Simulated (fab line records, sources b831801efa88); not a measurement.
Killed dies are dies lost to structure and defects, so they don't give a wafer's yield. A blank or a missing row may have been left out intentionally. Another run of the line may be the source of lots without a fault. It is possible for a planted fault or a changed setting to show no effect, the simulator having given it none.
fab line records | flow sfq-line
[record] lots = 5 | wafers = 15 | last-day = 90
route steps=325 shown M5@200 A5B@209 R5@212
lots that met no fault: from a run of the same line without faults
start-h: hours from the record's opening day to when the first of the lot's shown wafers began | wait-h: hours since the lot's step before | " same as the row above | L1.1+2: several wafers, shown together as one row | - no value present, or no start provided | * or withheld: withheld | < > ~ a bound
route shown NAME@n: names a module that has steps shown in the file, with the first one's number in the route | usual: the fault-free wafers' mean and standard deviation | same: alike in all rows | chamber/n: place in a boat | sites: each site's reading | _std_site: standard deviation across them | _edge_site: outer sites' mean less inner sites' | radius-mm: how far each site lies from the wafer's centre | mask NAME#n: copy n | behind: tool/chamber where the wafer was last shaped | hold: cause of the lot's hold/its duration in hours/its outcome | device: whichever transistor did not switch (one of n, p or np) | end of line: tests run on the same wafers once the route is complete | a step given without rows: its recipe and nothing more | killed: count of dies lost to structure and defects at first sort (not the wafer's yield) | map: per-die view of a wafer (x killed, . not killed, _ where there is no die)
set.NAME: the setting that was run; set.NAME@STEP: the one run at that earlier step | model.NAME: the simulator's own value behind a step, which no gauge read
certain route steps with their lots: each step a table, each wafer a row
services: a tool's chamber out of use, with start hour (start-h, from the record's first day; less than 0 if before it), hours out, and reason
[[steps]]
[step SFQ_TRILAYER_M5_LITHO_SOFTBAKE_127]
[recipe] temp-c = withheld | time-s = withheld | resist = KrF
[step SFQ_TRILAYER_M5_LITHO_EXPOSE_124]
[recipe] mask-id = M5 | na = 0.6 | source-shape = conventional | sigma-outer = 0.65 | target-cd-nm = 700 | dose-mj = 14.4
[step SFQ_TRILAYER_M5_LITHO_PEB_126]
[recipe] peb-temp-c = 115 | peb-time-s = 60 | resist = KrF
[step SFQ_TRILAYER_M5_LITHO_DEVELOP_125]
[recipe] time-s = 60 | resist = KrF
[step SFQ_M5_OVL_MEAS_932]
[usual] M5_OVL = 2/5.4
lot.wafer | tool       | chamber | start-h | wait-h | M5_OVL[nm]
L298.1    | overlay-02 | -       | 1345.55 | 0.1    | 4
L298.3    | "          | -       | "       | "      | 7
L298.5    | "          | -       | "       | "      | -2
L303.1    | overlay-01 | -       | 1361.38 | 0.1    | 0
L303.3    | "          | -       | "       | "      | -2
L303.5    | "          | -       | "       | "      | 8
L311.1    | overlay-01 | -       | 1406.29 | 0.1    | 10
L311.3    | "          | -       | "       | "      | 2
L311.5    | "          | -       | "       | "      | 3
L312.2    | overlay-02 | -       | 1409.39 | 0.1    | 7
L312.3    | "          | -       | "       | "      | -1
L312.5    | "          | -       | "       | "      | 0
L316.1    | overlay-01 | -       | 1432.14 | 0.1    | 0
L316.3    | "          | -       | "       | "      | -5
L316.6    | "          | -       | "       | "      | 3
[step SFQ_TRILAYER_M5_BARC_OPEN_METAL_ETCH_161]
[recipe] mask-material = PR | chemistry = O2 | target-depth-nm = 125 | target = BARC | icp-w = 600 | bias-w = 80 | pressure-mtorr = 10 | time-s = 41.7
[step SFQ_TRILAYER_M5_ETCH_METAL_ETCH_126]
[recipe] target = Nb | stop-on = SiO2 | mask-material = PR | over-etch-frac = 0.15 | time-s = 203.2 | chemistry = Cl2/BCl3 | target-depth-nm = 265 | icp-w = 600 | bias-w = 80 | pressure-mtorr = 10
[usual] drypump-motor-current-A = 5.6/0.62 | oes-product-au = 0.726/0.006
lot.wafer | tool         | chamber | start-h | wait-h | drypump-motor-current-A | oes-product-au | rf-hours-counter-h
L298.1    | rie-metal-01 | 1       | 1345.65 | 0.0    | 6.7                     | 0.710          | 112
L298.3    | "            | 1       | "       | "      | 6.7                     | 0.722          | -
L298.5    | "            | 0       | "       | "      | 5.1                     | 0.719          | -
L303.1    | rie-metal-01 | 0       | 1361.47 | 0.0    | 5.1                     | 0.741          | 135
L303.3    | "            | 0       | "       | "      | 5.1                     | 0.726          | -
L303.5    | "            | 0       | "       | "      | 5.1                     | 0.730          | -
L311.1    | rie-metal-04 | 1       | 1406.39 | 0.0    | 5.8                     | 0.726          | 19
L311.3    | "            | 0       | "       | "      | 5.7                     | 0.723          | -
L311.5    | "            | 0       | "       | "      | 5.7                     | 0.725          | -
L312.2    | rie-metal-01 | 0       | 1409.48 | 0.0    | 5.1                     | 0.714          | 3
L312.3    | "            | 1       | "       | "      | 6.7                     | 0.715          | -
L312.5    | "            | 1       | "       | "      | 6.7                     | 0.723          | -
L316.1    | rie-metal-01 | 0       | 1432.23 | 0.0    | 5.1                     | 0.722          | 7
L316.3    | "            | 1       | "       | "      | 6.7                     | 0.715          | -
L316.6    | "            | 0       | "       | "      | 5.1                     | 0.724          | -
[step SFQ_TRILAYER_M5_STRIP_STRIP_127]
[recipe] gas = O2 | power-w = 200 | platen-temp-c = 40 | overash-fraction = 0.65 | chemistry = O2 | pressure-mtorr = 50
[usual] drypump-motor-current-A = 5.6/0.62 | oes-product-au = 0.999/0.0087
lot.wafer | tool         | chamber | start-h | wait-h | drypump-motor-current-A | oes-product-au | rf-hours-counter-h
L298.1    | rie-metal-01 | 1       | 1345.84 | 0.1    | 6.7                     | 1.005          | 113
L298.3    | "            | 1       | "       | "      | 6.7                     | 1.005          | -
L298.5    | "            | 0       | "       | "      | 5.1                     | 1.001          | -
L303.1    | rie-metal-01 | 0       | 1361.67 | 0.1    | 5.1                     | 0.993          | 135
L303.3    | "            | 0       | "       | "      | 5.1                     | 0.988          | -
L303.5    | "            | 0       | "       | "      | 5.1                     | 0.984          | -
L311.1    | rie-metal-04 | 1       | 1406.58 | 0.1    | 5.9                     | 1.002          | 20
L311.3    | "            | 0       | "       | "      | 5.7                     | 1.012          | -
L311.5    | "            | 0       | "       | "      | 5.7                     | 1.020          | -
L312.2    | rie-metal-01 | 0       | 1409.67 | 0.1    | 5.1                     | 1.005          | 3
L312.3    | "            | 1       | "       | "      | 6.6                     | 1.004          | -
L312.5    | "            | 1       | "       | "      | 6.6                     | 1.006          | -
L316.1    | rie-metal-01 | 0       | 1432.43 | 0.1    | 5.1                     | 1.011          | 8
L316.3    | "            | 1       | "       | "      | 6.6                     | 0.991          | -
L316.6    | "            | 0       | "       | "      | 5.1                     | 1.002          | -
[step SFQ_TRILAYER_M5_STRIP_SOLV_CLEAN_128]
[recipe] chemistry = NMP | temp-c = 70 | time-s = 600
[step SFQ_TRILAYER_A5B_DEP_PECVD_129]
[recipe] material = SiO2 | temp-c = 150 | time-s = 133.33 | pressure-torr = 2.4 | rf-w = 183.3 | precursor = SiH4/N2O | target-thk-nm = 600
[usual] heater-power-w = 94/13 | susceptor-temp-C = 150.01/0.15 | throttle-valve-pct = 24.5/1.2
lot.wafer | tool     | chamber | start-h | wait-h | heater-power-w | susceptor-temp-C | throttle-valve-pct
L298.1    | pecvd-01 | 2       | 1346.62 | 0.0    | 101            | 150.14           | 23.6
L298.3    | "        | 0       | "       | "      | 73             | 149.76           | 24.6
L298.5    | "        | 2       | "       | "      | 106            | 150.03           | 23.4
L303.1    | pecvd-01 | 0       | 1362.65 | 0.0    | 66             | 150.20           | 24.6
L303.3    | "        | 2       | "       | "      | 96             | 149.97           | 23.7
L303.5    | "        | 2       | "       | "      | 99             | 149.90           | 23.5
L311.1    | pecvd-01 | 0       | 1407.36 | 0.0    | 74             | 149.97           | 24.5
L311.3    | "        | 2       | "       | "      | 108            | 149.80           | 23.4
L311.5    | "        | 1       | "       | "      | 99             | 149.95           | 24.1
L312.2    | pecvd-02 | 2       | 1410.45 | 0.0    | 82             | 150.29           | 23.8
L312.3    | "        | 1       | "       | "      | 97             | 150.02           | 27.0
L312.5    | "        | 1       | "       | "      | 81             | 149.96           | 27.0
L316.1    | pecvd-02 | 1       | 1433.20 | 0.0    | 96             | 149.88           | 27.1
L316.3    | "        | 2       | "       | "      | 80             | 150.16           | 24.4
L316.6    | "        | 0       | "       | "      | 112            | 150.09           | 23.0
[step SFQ_TRILAYER_A5B_CMP_CMP_130]
[recipe] stop-on = Nb | down-force-psi = 3 | platen-rpm = 60 | target-thk-nm = 340.7
[step SFQ_TRILAYER_A5B_METRO_MEASURE_131]
[usual] thk-nm = 343/6.1
lot.wafer | tool          | chamber | start-h | wait-h | thk-nm
L298.1    | film-metro-04 | -       | 1349.71 | 2.0    | 346
L298.3    | "             | -       | "       | "      | 343
L298.5    | "             | -       | "       | "      | 351
L303.1    | film-metro-01 | -       | 1371.33 | 2.5    | 340
L303.3    | "             | -       | "       | "      | 340
L303.5    | "             | -       | "       | "      | 337
L311.1    | film-metro-03 | -       | 1411.77 | 2.5    | 340
L311.3    | "             | -       | "       | "      | 338
L311.5    | "             | -       | "       | "      | 345
L312.2    | film-metro-01 | -       | 1415.93 | 1.2    | 354
L312.3    | "             | -       | "       | "      | 343
L312.5    | "             | -       | "       | "      | 341
L316.1    | film-metro-04 | -       | 1436.29 | 1.5    | 345
L316.3    | "             | -       | "       | "      | 345
L316.6    | "             | -       | "       | "      | 344
[step SFQ_TRILAYER_R5_DEP_SPUTTER_132]
[recipe] material = Ti | base-pressure-pa = 1.33e-06 | target-thk-nm = 5 | power-w = 2000 | time-s = 5 | chamber-pressure-pa = 0.4
[usual] throttle-valve-pct = 30.1/1.1
lot.wafer | tool           | chamber | start-h | wait-h | throttle-valve-pct | model.Ti_of_TRILAYER_R5_DEP_SPUTTER_132.thk-nm
L298.1    | pvd-sputter-04 | -       | 1350.91 | 1.0    | 31.4               | 4.771
L298.3    | "              | -       | "       | "      | 28.1               | 5.099
L298.5    | "              | -       | "       | "      | 30.8               | 4.957
L303.1    | pvd-sputter-03 | -       | 1372.53 | 1.0    | 31.3               | 4.999
L303.3    | "              | -       | "       | "      | 29.8               | 4.89
L303.5    | "              | -       | "       | "      | 29.1               | 4.981
L311.1    | pvd-sputter-05 | -       | 1412.97 | 1.0    | 30.4               | 4.914
L311.3    | "              | -       | "       | "      | 29.9               | 4.905
L311.5    | "              | -       | "       | "      | 31.4               | 4.97
L312.2    | pvd-sputter-04 | -       | 1416.93 | 0.8    | 30.5               | 2.991
L312.3    | "              | -       | "       | "      | 31.4               | 4.779
L312.5    | "              | -       | "       | "      | 28.1               | 5.073
L316.1    | pvd-sputter-05 | -       | 1437.49 | 1.0    | 31.4               | 4.918
L316.3    | "              | -       | "       | "      | 30.3               | 4.983
L316.6    | "              | -       | "       | "      | 30.0               | 4.922
[step SFQ_TRILAYER_R5_DEP_SPUTTER_133]
[recipe] material = MoNx | base-pressure-pa = 1.33e-06 | target-thk-nm = 40 | power-w = 1000 | time-s = 66.7 | chamber-pressure-pa = 0.4
[usual] throttle-valve-pct = 30.1/1.1
lot.wafer | tool           | chamber | start-h | wait-h | throttle-valve-pct
L298.1    | pvd-sputter-04 | -       | 1350.93 | 0.0    | 31.1
L298.3    | "              | -       | "       | "      | 28.4
L298.5    | "              | -       | "       | "      | 30.7
L303.1    | pvd-sputter-03 | -       | 1372.55 | 0.0    | 31.1
L303.3    | "              | -       | "       | "      | 29.4
L303.5    | "              | -       | "       | "      | 28.7
L311.1    | pvd-sputter-05 | -       | 1412.99 | 0.0    | 30.2
L311.3    | "              | -       | "       | "      | 30.2
L311.5    | "              | -       | "       | "      | 31.3
L312.2    | pvd-sputter-04 | -       | 1416.95 | 0.0    | 30.8
L312.3    | "              | -       | "       | "      | 31.1
L312.5    | "              | -       | "       | "      | 28.1
L316.1    | pvd-sputter-05 | -       | 1437.51 | 0.0    | 31.1
L316.3    | "              | -       | "       | "      | 30.4
L316.6    | "              | -       | "       | "      | 30.1
[[services]]
tool           | chamber | start-h | hours | kind
pvd-sputter-04 | -       | 1361.43 | 6.2   | repair
rie-metal-01   | 0       | 1371.23 | -     | clean
rie-metal-01   | 0       | 1371.23 | -     | consumable-replace:focus-ring
rie-metal-01   | 0       | 1371.23 | 21.9  | scheduled-down
rie-metal-01   | 0       | 1371.23 | 21.9  | vent-cycle
film-metro-03  | -       | 1376.83 | 0.4   | pm
rie-metal-04   | -       | 1379.08 | 0.6   | repair
rie-metal-04   | -       | 1392.37 | 6.5   | repair
film-metro-03  | -       | 1394.44 | 0.4   | pm
[[key]]
first-sign none at tools or gauges
[model-effect] step = SFQ_TRILAYER_R5_DEP_SPUTTER_132 | value = Ti_of_TRILAYER_R5_DEP_SPUTTER_132.thk-nm | without = 4.994 | struck = 2.991
met-at SFQ_TRILAYER_R5_DEP_SPUTTER_132
struck-wafers L312.2
onset-between 1350.91 1416.93
[fault] kind = process-parameter-drift | tool = pvd-sputter-04 | chamber = - | onset-h = 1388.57 | steps = SFQ_TRILAYER_R5_DEP_SPUTTER_132 | channel = target-thk-nm | offset = -2.0036 | shape = step | end-h = 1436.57 | acts-in = these-recipes-only | stated = 5 | scope = struck-wafers-only
